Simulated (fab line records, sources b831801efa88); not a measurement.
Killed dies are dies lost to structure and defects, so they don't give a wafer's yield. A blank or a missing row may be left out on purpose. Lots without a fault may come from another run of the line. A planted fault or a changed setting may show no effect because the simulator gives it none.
One fault seen from 2 desks | flow sky130 | each desk has only its own numbers; what lay behind them comes last

THE METROLOGY DESK
What the gauges read, lot by lot, whatever tool the lot ran on: means of the sampled wafers that have a number. A lot is out of limits, marked OUT, if its mean lies more than 4 standard deviations from the usual mean; the brackets give that distance.
Columns: A = cd_nm at SKY_SD_N_CD_MEAS_07, usual 380 nm; B = SD_N_OVL at SKY_SD_N_OVL_MEAS_08, usual -0.9 nm; C = SD_N_RS at SKY_SD_N_RS_MEAS_16, usual 68.64 ohm/sq; D = SD_P_RS at SKY_SD_N_RS_MEAS_17, usual 147.3 ohm/sq; E = RES_XHIGH_RS at SKY_SD_N_RS_MEAS_18, usual 333.9 ohm/sq
lot  | first seen here | A   | B    | C               | D                       | E
L760 | day 27 18:20    | 381 | -2.9 | 68.74           | 147.4                   | 333.5
L762 | day 28 13:46    | 376 | -3.3 | 68.63           | 147.1                   | 333.5
L764 | day 29 22:07    | 384 | -2.1 | 68.69           | 147.4                   | 333.6
L766 | day 30 16:23    | 379 | 0.4  | 68.67           | 147.4                   | 334.4
L769 | day 31 01:23    | 376 | 0.1  | 68.64           | 147.4                   | 333.8
L770 | day 31 12:31    | 378 | 0.7  | 68.70           | 147.4                   | 334.4
L771 | day 32 01:44    | 380 | -0.6 | 60.57 (-73) OUT | 108.0 (-99 or more) OUT | 329.2
L772 | day 32 05:58    | 382 | -0.8 | 68.69           | 147.8                   | 335.0
L773 | day 32 16:16    | 380 | -0.9 | 60.38 (-75) OUT | 107.6 (-99 or more) OUT | 328.3 (-4.3) OUT
L778 | day 33 22:40    | 375 | -2.6 | 68.58           | 147.3                   | 332.7
L780 | day 34 11:00    | 386 | -1.7 | 68.75           | 147.2                   | 331.5
This desk's finding: out of limits on L771, L773; first on L771, day 32 02:34 (SD_N_RS at SKY_SD_N_RS_MEAS_16). In limits: L760, L762, L764, L766, L769, L770, L772, L778, L780.

THE TOOL OWNER'S DESK: rtp_anneal-01
The tool's own readings at SKY_SD_N_RTA_14 (time 2 s): means of the sampled wafers that have a number, for each lot that ran on this tool. A lot is out of limits, marked OUT, if its mean lies more than 4 standard deviations from the usual mean; the brackets give that distance.
Columns: A = lamp_power_pct at SKY_SD_N_RTA_14, usual 15.74 %; B = wafer_temp_C_max at SKY_SD_N_RTA_14, usual 1078.1
lot  | first seen here | A               | B
L766 | day 30 17:07    | 15.76           | 1077.6
L769 | day 31 02:02    | 15.70           | 1078.9
L771 | day 32 02:23    | 16.74 (+19) OUT | 1123.0 (+32) OUT
L773 | day 32 16:55    | 16.78 (+20) OUT | 1121.7 (+31) OUT
This desk's finding: out of limits on L771, L773; first on L771, day 32 02:23 (lamp_power_pct at SKY_SD_N_RTA_14). In limits: L766, L769.

PUT TOGETHER
The tool owner's desk could have raised an alarm at day 32 02:23, on L771, L773.
The metrology desk could have raised an alarm at day 32 02:34, on L771, L773.
Of the lots named, all ran SKY_SD_N_RTA_14 on rtp_anneal-01.

WHAT THE SIMULATOR HAD PUT IN
Process parameter drift: rtp_anneal-01, from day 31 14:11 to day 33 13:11, at SKY_SD_N_RTA_14. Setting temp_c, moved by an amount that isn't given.
Lots struck among those shown: L771, L773.
Hours from the fault's start to each desk's first reading out of limits: the tool owner's desk, 12; the metrology desk, 12.
